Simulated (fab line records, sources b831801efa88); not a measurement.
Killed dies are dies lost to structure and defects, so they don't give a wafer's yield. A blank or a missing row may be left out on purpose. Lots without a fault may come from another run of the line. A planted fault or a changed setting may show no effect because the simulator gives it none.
fab line records | flow gf180mcu
record lots=6 wafers=18 last_day=33
route steps=602 shown LVPWELL@58 MVSD@66
lots that met no fault: from a run of the same line without faults
start_h: hours from the record's first day to the start of the lot's first wafer shown | wait_h: hours since the lot's step before | " the same as in the row above | L1.1+2: a row that stands for several wafers | - no value, or no start given | * or withheld: withheld | < > ~ a bound
route shown NAME@n: a module of which the file shows steps, and the number in the route of the first | usual: mean/standard deviation of fault-free wafers | same: alike in all rows | chamber/n: place in a boat | sites: the reading at each site | _std_site: their standard deviation | _edge_site: outer sites' mean less inner sites' | radius_mm: how far each site lies from the wafer's centre | mask NAME#n: copy n | behind: the tool/chamber that last shaped the wafer | hold: why the lot was held/for how many hours/how that ended | device: the transistor (n, p or np) that didn't switch | end of line: the same wafers' tests at the end of the route | a step without rows: its recipe alone | killed: dies lost to structure and defects at the first sort, not the wafer's yield | map: a wafer's dies, x killed, . not, _ none there
set.NAME: the setting as run; set.NAME@STEP: as run at that earlier step | model.NAME: the simulator's own value behind a step, which no gauge read
lots at some steps of the route; a table a step, a row a wafer
services: from which hour (start_h, from the record's first day; less than 0 if before it) a tool's chamber was out of use, for how many hours, and why
## steps
# step GF_LVPWELL_EXPOSE_04
# recipe mask_id=LVPWELL target_cd_nm=600 na=0.6 source_shape=conventional sigma_outer=0.6 dose_mj=260
# step GF_LVPWELL_PEB_05
# recipe temp_c=115 time_s=withheld
# step GF_LVPWELL_DEVELOP_06
# recipe wall_angle_deg=90 develop_time_s=60 dev_temp_c=23
# step GF_LVPWELL_OVL_MEAS_07
# usual LVPWELL_OVL=0.8/1.6
# columns lot.wafer tool chamber start_h wait_h LVPWELL_OVL[nm]
L231.1 overlay-02 - 101.67 - 1.0
L231.2 " - " " -0.2
L231.5 " - " " 0.1
L232.1 overlay-01 - 108.60 - 0.3
L232.4 " - " " 0.8
L232.6 " - " " 2.9
L239.2 overlay-01 - 147.31 - 3.6
L239.3 " - " " 1.1
L239.6 " - " " 1.2
L240.1 overlay-01 - 153.91 - 1.6
L240.4 " - " " -0.3
L240.6 " - " " 1.4
L243.1 overlay-02 - 168.90 - 1.4
L243.5 " - " " 3.4
L243.6 " - " " -0.3
L245.3 overlay-01 - 181.02 - 1.0
L245.5 " - " " 2.2
L245.6 " - " " 1.7
# step GF_LVPWELL_IMPLANT_08
# recipe species=B energy_kev=170 dose_cm2=1.5e+13 tilt_deg=0
# step GF_LVPWELL_IMPLANT_09
# recipe species=B energy_kev=60 dose_cm2=5e+12 tilt_deg=0
# step GF_LVPWELL_STRIP_10
# recipe chemistry=O2/N2 power_w=1400 pressure_mtorr=1500 platen_temp_c=250 o2_flow_sccm=3000 n2_flow_sccm=300 overash_fraction=0.5
# usual drypump_motor_current_A=5.8/0.34 heater_power_w=295/13 oes_product_au=0.722/0.0048 strip_time_to_endpoint_s=36.87/0.12
# columns lot.wafer tool chamber start_h wait_h drypump_motor_current_A heater_power_w oes_product_au rf_hours_counter_h strip_time_to_endpoint_s
L231.1 plasma_asher-02 0 102.01 0.1 5.4 294 0.712 40 36.75
L231.2 " 1 " " 6.1 285 0.724 40 36.79
L231.5 " 0 " " 5.4 299 0.720 - 36.72
L232.1 plasma_asher-01 1 108.93 0.1 6.2 279 0.722 47 36.76
L232.4 " 1 " " 6.2 282 0.722 - 36.86
L232.6 " 1 " " 6.2 284 0.719 - 36.85
L239.2 plasma_asher-02 1 147.64 0.1 6.1 284 0.723 3 36.67
L239.3 " 1 " " 6.1 296 0.729 - 36.75
L239.6 " 1 " " 6.1 296 0.723 - 36.86
L240.1 plasma_asher-01 1 154.24 0.1 6.2 286 0.723 52 36.78
L240.4 " 1 " " 6.2 284 0.728 - 36.78
L240.6 " 1 " " 6.2 284 0.722 - 36.84
L243.1 plasma_asher-01 0 169.23 0.1 6.1 312 0.717 53 36.91
L243.5 " 1 " " 6.2 277 0.734 - 36.87
L243.6 " 0 " " 6.1 312 0.727 - 36.91
L245.3 plasma_asher-02 0 181.38 0.1 5.3 279 0.723 - 36.77
L245.5 " 0 " " 5.3 285 0.724 - 36.86
L245.6 " 1 " " 6.1 294 0.720 - 36.80
# step GF_LVPWELL_TW_MEAS_11
# usual LVPWELL_TW=564.4/2.4
# columns lot.wafer tool chamber start_h wait_h LVPWELL_TW
L231.1 film_metro-03 - 102.11 0.1 561.0
L231.2 " - " " 565.8
L231.5 " - " " 562.0
L232.1 film_metro-03 - 109.03 0.1 564.6
L232.4 " - " " 562.6
L232.6 " - " " 566.7
L239.2 film_metro-02 - 147.75 0.1 567.4
L239.3 " - " " 566.0
L239.6 " - " " 570.2
L240.1 film_metro-03 - 154.34 0.1 562.4
L240.4 " - " " 562.7
L240.6 " - " " 563.4
L243.1 film_metro-01 - 169.33 0.1 562.5
L243.5 " - " " 562.2
L243.6 " - " " 565.6
L245.3 film_metro-02 - 181.46 0.1 564.3
L245.5 " - " " 564.6
L245.6 " - " " 566.7
# step GF_MVSD_DEHYDRATE_00
# recipe temp_c=200 time_s=60
# step GF_MVSD_HMDS_01
# recipe prime_time_s=60 prime_temp_c=120
# step GF_MVSD_COAT_02
# recipe spin_rpm=2000 resist_thk_nm=3000
# step GF_MVSD_SOFTBAKE_03
# recipe temp_c=110 time_s=withheld
# step GF_MVSD_EXPOSE_04
# recipe mask_id=MVSD target_cd_nm=1000 na=0.6 source_shape=conventional sigma_outer=0.6 dose_mj=260
# usual exposure_dose_mJ_cm2=260.01/0.25 focus_offset_nm=0.0/0.51
# columns lot.wafer tool chamber start_h wait_h mask exposure_dose_mJ_cm2 focus_offset_nm
L231.1 iline_stepper-02 0 109.18 - MVSD#0 259.79 0.2
L231.2 " 0 " " MVSD#0 260.09 -0.1
L231.5 " 0 " " MVSD#0 260.21 0.3
L232.1 iline_stepper-02 0 116.61 - MVSD#0 259.85 0.5
L232.4 " 0 " " MVSD#0 260.63 -0.1
L232.6 " 0 " " MVSD#0 260.40 0.1
L239.2 iline_stepper-02 - 155.47 - MVSD#0 - -
L239.3 " - " " MVSD#0 - -
L239.6 " - " " MVSD#0 - -
L240.1 iline_stepper-01 - 162.47 - MVSD#0 - -
L240.4 " - " " MVSD#0 - -
L240.6 " - " " MVSD#0 - -
L243.1 iline_stepper-02 0 177.21 - MVSD#0 259.98 0.6
L243.5 " 0 " " MVSD#0 259.79 0.0
L243.6 " 0 " " MVSD#0 259.94 0.3
L245.3 iline_stepper-01 0 189.76 - MVSD#0 260.02 0.7
L245.5 " 0 " " MVSD#0 259.81 0.6
L245.6 " 0 " " MVSD#0 259.97 0.0
# step GF_MVSD_PEB_05
# recipe temp_c=115 time_s=withheld
## services
# columns tool chamber start_h hours kind
iline_stepper-01 - 84.21 1.7 pm
iline_stepper-02 - 98.08 1.7 pm
iline_stepper-02 - 100.99 2.9 repair
plasma_asher-02 - 108.75 9.0 pm
plasma_asher-02 0 108.75 9.0 vent_cycle
plasma_asher-02 1 108.75 9.0 vent_cycle
plasma_asher-02 0 117.75 - clean
plasma_asher-02 1 117.75 - clean
## key
first_sign step=GF_MVSD_EXPOSE_04 reading=tool_record direction=missing
effect none on later readings
met_at GF_MVSD_EXPOSE_04
struck_wafers L239.2,L239.3,L239.6,L240.1,L240.4,L240.6
sort_left_out L239.2,L239.3,L239.6,L240.1,L240.4,L240.6
tester_left_out L239,L240
onset_between 116.61 155.47
fault kind=skipped_step_whole tool=iline_stepper-01,iline_stepper-02 chamber=- onset_h=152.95 steps=GF_MVSD_EXPOSE_04 scope=struck_lots_only
# tester_left_out: of these lots the tester's yield and bins aren't shown, on N5 and GAA mostly nor the transistor test; their killed dies are dies lost to structure and defects alone, not to doping, threshold or leakage, so they don't give the yield
# sort_left_out: the simulated sort isn't trusted on such a fault, so these wafers' sort isn't shown, and their yield isn't known
